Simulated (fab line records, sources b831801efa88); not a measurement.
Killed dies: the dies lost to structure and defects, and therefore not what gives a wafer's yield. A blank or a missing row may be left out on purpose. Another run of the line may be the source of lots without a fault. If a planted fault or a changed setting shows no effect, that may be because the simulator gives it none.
The tool behind it: which one? || flow gf180mcu || Sampling: 11 lots, 33 wafers, 4 of 602 route steps

## WHAT THE GAUGES READ, wafer by wafer
GF_V1_THK_MEAS_03.
{"lot": "L353", "measured": "day 17 02:23", "on": "filmMetro-02", "V1_CVD_02_THK (nm)": "843 837 856"}
{"lot": "L355", "measured": "day 17 22:33", "on": "filmMetro-04", "V1_CVD_02_THK (nm)": "847 835 850"}
{"lot": "L357", "measured": "day 18 16:33", "on": "filmMetro-04", "V1_CVD_02_THK (nm)": "848 859 855"}
{"lot": "L358", "measured": "day 19 01:58", "on": "filmMetro-03", "V1_CVD_02_THK (nm)": "842 869 864"}
{"lot": "L360", "measured": "day 20 03:59", "on": "filmMetro-03", "V1_CVD_02_THK (nm)": "844 859 872"}
{"lot": "L361", "measured": "day 20 07:27", "on": "filmMetro-02", "V1_CVD_02_THK (nm)": "838 836 851"}
{"lot": "L369", "measured": "day 23 02:22", "on": "filmMetro-04", "V1_CVD_02_THK (nm)": "767 853 838"}
{"lot": "L371", "measured": "day 23 13:04", "on": "filmMetro-04", "V1_CVD_02_THK (nm)": "850 861 865"}
{"lot": "L372", "measured": "day 23 23:08", "on": "filmMetro-04", "V1_CVD_02_THK (nm)": "859 849 866"}
{"lot": "L373", "measured": "day 24 04:06", "on": "filmMetro-02", "V1_CVD_02_THK (nm)": "857 869 874"}
{"lot": "L374", "measured": "day 24 18:09", "on": "filmMetro-02", "V1_CVD_02_THK (nm)": "857 854 869"}

## EACH LOT AND THE TOOL THAT RAN IT (in order: tool; ch and the chambers of the sampled wafers; start)
{"lot": "L353", "GF_CONTACT_STRIP_18": "plasmaAsher-03 ch 0,1, day 16 02:02", "GF_M1_SPUTTER_03": "pvdSputter-02, day 16 03:11", "GF_V1_CVD_02": "pecvd-02 ch 0,1,2, day 17 02:19"}
{"lot": "L355", "GF_CONTACT_STRIP_18": "plasmaAsher-01 ch 0,1, day 16 21:14", "GF_M1_SPUTTER_03": "pvdSputter-04, day 16 22:23", "GF_V1_CVD_02": "pecvd-01 ch 1,2, day 17 22:29"}
{"lot": "L357", "GF_CONTACT_STRIP_18": "plasmaAsher-02 ch 0,1, day 17 14:44", "GF_M1_SPUTTER_03": "pvdSputter-02, day 17 15:59", "GF_V1_CVD_02": "pecvd-01 ch 0,1,2, day 18 16:29"}
{"lot": "L358", "GF_CONTACT_STRIP_18": "plasmaAsher-01 ch 0,1, day 17 21:14", "GF_M1_SPUTTER_03": "pvdSputter-04, day 18 01:02", "GF_V1_CVD_02": "pecvd-04 ch 0,1, day 19 01:53"}
{"lot": "L360", "GF_CONTACT_STRIP_18": "plasmaAsher-02 ch 0,1, day 19 01:23", "GF_M1_SPUTTER_03": "pvdSputter-01, day 19 02:31", "GF_V1_CVD_02": "pecvd-02 ch 1,2, day 20 03:55"}
{"lot": "L361", "GF_CONTACT_STRIP_18": "plasmaAsher-03 ch 0,1, day 19 04:44", "GF_M1_SPUTTER_03": "pvdSputter-04, day 19 05:52", "GF_V1_CVD_02": "pecvd-02 ch 0,1,2, day 20 07:23"}
{"lot": "L369", "GF_CONTACT_STRIP_18": "plasmaAsher-01 ch 0,1, day 22 01:14", "GF_M1_SPUTTER_03": "pvdSputter-02, day 22 02:24", "GF_V1_CVD_02": "pecvd-01 ch 0,1,2, day 23 02:18"}
{"lot": "L371", "GF_CONTACT_STRIP_18": "plasmaAsher-02 ch 0,1, day 22 11:45", "GF_M1_SPUTTER_03": "pvdSputter-04, day 22 12:51", "GF_V1_CVD_02": "pecvd-02 ch 0,2, day 23 12:58"}
{"lot": "L372", "GF_CONTACT_STRIP_18": "plasmaAsher-02 ch 0,1, day 22 22:18", "GF_M1_SPUTTER_03": "pvdSputter-01, day 22 23:26", "GF_V1_CVD_02": "pecvd-04 ch 0,1, day 23 23:04"}
{"lot": "L373", "GF_CONTACT_STRIP_18": "plasmaAsher-03 ch 0,1, day 23 03:50", "GF_M1_SPUTTER_03": "pvdSputter-02, day 23 04:59", "GF_V1_CVD_02": "pecvd-02 ch 1,2, day 24 04:02"}
{"lot": "L374", "GF_CONTACT_STRIP_18": "plasmaAsher-01 ch 0,1, day 23 13:42", "GF_M1_SPUTTER_03": "pvdSputter-01, day 23 14:51", "GF_V1_CVD_02": "pecvd-02 ch 1,2, day 24 18:05"}
- GF_CONTACT_STRIP_18: strips in O2/N2.
- GF_M1_SPUTTER_03: material Ti, target thk 10 nm, time 6.7 s.
- GF_V1_CVD_02: deposits SiO2 from TEOS, target thk 850 nm, time 94.851 s.

## THE ANSWER, worked out from the rows above alone
Rule: the lots themselves supply what counts as usual. Put in order of their means at a reading, lots are off if they are a third of the lots or fewer, leave a main group of 4 or more, and stand apart from it by a gap of 3 or more times the standard deviation of the main group's means; of several such gaps the widest counts. A main group is skipped when, at the precision printed for the reading in the tables above, its means are all equal. Also off: a lot with no number at a reading for which 4 or more lots have one. Where the step has rows for the other lots, those lots are counted as sound.
No lot is off on any of the readings shown, so nothing can be concluded from this.

## WHAT THE SIMULATOR HAD INSERTED
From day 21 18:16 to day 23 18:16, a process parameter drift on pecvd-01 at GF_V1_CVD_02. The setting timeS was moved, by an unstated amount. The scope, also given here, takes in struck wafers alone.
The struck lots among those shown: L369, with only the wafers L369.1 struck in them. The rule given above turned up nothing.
